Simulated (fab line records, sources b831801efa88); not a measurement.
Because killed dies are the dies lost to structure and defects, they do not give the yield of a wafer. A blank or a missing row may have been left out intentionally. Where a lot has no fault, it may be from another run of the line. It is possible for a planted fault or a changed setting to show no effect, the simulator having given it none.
2 desks, one fault || flow gf180mcu || each desk holds nothing but its own numbers, with what lay behind them at the end

## THE METROLOGY DESK
What the gauges read, lot by lot, whatever tool the lot ran on: means of the sampled wafers that have a number. Marked OUT: a lot whose mean sits more than 4 standard deviations from the usual mean, which makes it out of limits; the brackets give that distance.
Columns: A = DUAL_GATE_OVL at GF_DUAL_GATE_OVL_MEAS_11, usual 0.5 nm; B = HV_LDD_RS at GF_HV_LDD_RS_MEAS_53, usual 418.4 ohm/sq; C = NSD_TW at GF_NSD_TW_MEAS_12, usual 4209
{"lot": "L803", "first seen here": "day 8 13:35", "A": 1.6, "B": 418.7, "C": 4197}
{"lot": "L804", "first seen here": "day 8 21:16", "A": -0.4, "B": 418.7, "C": 4206}
{"lot": "L805", "first seen here": "day 9 12:43", "A": -0.2, "B": 419.7, "C": 4175}
{"lot": "L806", "first seen here": "day 9 16:28", "A": -1.0, "B": 417.7, "C": 4272}
{"lot": "L808", "first seen here": "day 10 06:25", "A": 1.4, "B": 419.4, "C": 4184}
{"lot": "L809", "first seen here": "day 10 10:34", "A": 0.1, "B": 417.5, "C": 4279}
{"lot": "L810", "first seen here": "day 10 18:06", "A": -1.3, "B": 417.8, "C": 4278}
{"lot": "L811", "first seen here": "day 10 20:49", "A": 0.6, "B": 417.9, "C": 4213}
{"lot": "L812", "first seen here": "day 11 04:03", "A": 1.4, "B": 419.0, "C": 4203}
{"lot": "L816", "first seen here": "day 12 08:46", "A": 0.5, "B": "434.3 (+14) OUT", "C": 4211}
{"lot": "L821", "first seen here": "day 13 17:27", "A": -0.2, "B": 418.8, "C": 4299}
{"lot": "L822", "first seen here": "day 14 00:39", "A": -1.2, "B": 419.9, "C": 4207}
{"lot": "L825", "first seen here": "day 14 22:09", "A": 0.1, "B": 419.0, "C": 4209}
Per this desk, out of limits: L816; the first was L816, day 17 00:28 (HV_LDD_RS at GF_HV_LDD_RS_MEAS_53). Within limits: L803, L804, L805, L806, L808, L809, L810, L811, L812, L821, L822, L825.

## FOR THE TOOL OWNER'S DESK: implanter-04
The tool's own readings at GF_HV_LDD_IMPLANT_09, given as means over the sampled wafers that have a number, one for each lot that went through this tool. Marked OUT: a lot whose mean sits more than 4 standard deviations from the usual mean, which makes it out of limits; the brackets give that distance.
Columns: A = beam_on_s at GF_HV_LDD_IMPLANT_09, usual 10.00 s
{"lot": "L803", "first seen here": "day 10 05:20", "A": 10.11}
{"lot": "L804", "first seen here": "day 10 16:34", "A": 10.05}
{"lot": "L808", "first seen here": "day 11 23:59", "A": 10.12}
{"lot": "L809", "first seen here": "day 12 03:55", "A": 9.74}
{"lot": "L810", "first seen here": "day 12 12:48", "A": 10.04}
{"lot": "L816", "first seen here": "day 14 05:53", "A": 10.14}
This desk found nothing out of limits on any of the 6 lots.

## BROUGHT TOGETHER
At day 17 00:28 the metrology desk could have sounded an alarm, on L816.
Nothing out of limits was seen by the tool owner's desk.
Tool owner's desk: L816 on record, inside its limits.
Of the lots named, all ran GF_HV_LDD_IMPLANT_09 on implanter-04.

## WHAT THE SIMULATOR HAD PUT IN
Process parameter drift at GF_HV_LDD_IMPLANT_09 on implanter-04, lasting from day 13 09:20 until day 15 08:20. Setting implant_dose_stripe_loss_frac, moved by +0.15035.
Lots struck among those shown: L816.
Per desk, hours elapsed from the start of the fault to the first reading out of limits: for the metrology desk, 87.
